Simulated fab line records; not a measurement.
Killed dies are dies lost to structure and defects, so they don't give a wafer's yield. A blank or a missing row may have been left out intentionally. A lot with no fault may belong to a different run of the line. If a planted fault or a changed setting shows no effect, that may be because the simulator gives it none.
Matching of chambers    flow sky130    4 sister chambers for SKY_LI_CONTACT_CMP_24 on cmp-02
The step polishes, stops on PSG, t overpolish 20 s, target thk 0 nm. 4 wafers are shown with their chamber, then 8 later ones without.

## WAFERS PAIRED WITH THEIR CHAMBERS
wafer   chamber  motor_current_A (A)
L706.1  0        11.5
L714.6  3        9.8
L715.6  1        12.9
L721.2  2        10.9

## WAFERS WITH NO CHAMBER GIVEN
wafer   motor_current_A (A)
L721.3  12.3
L721.4  9.9
L723.3  12.1
L723.5  10.4
L723.6  10.9
L725.2  12.2
L725.3  10.0
L725.5  13.1

## WHICH CHAMBER EACH ONE RAN IN
wafer   from the rows above           in truth
L721.3  can't be placed: 1 or 0 or 2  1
L721.4  3                             3
L723.3  can't be placed: 0 or 1 or 2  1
L723.5  can't be placed: 2 or 3 or 0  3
L723.6  can't be placed: 2 or 0       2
L725.2  can't be placed: 0 or 1 or 2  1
L725.3  can't be placed: 3 or 2       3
L725.5  1                             1
Correctly placed: 2 of 8. Not placeable from these rows: 6 (in 6, the candidates include the true chamber). Number placed wrongly: 0.
How it was worked out, from the rows above alone: a wafer's distance from a chamber is the root of the sum, over the readings, of the square of ((its reading less the chamber's mean) divided by the reading's scatter). The wafer belongs to the nearest chamber; if the next one is less than 2 further off, it can't be placed. For every chamber, the mean is computed from those of its wafers that are shown. The scatter (one wafer shown for each chamber): square how far every hidden wafer sits from the nearest shown wafer, average those squares and take the square root.
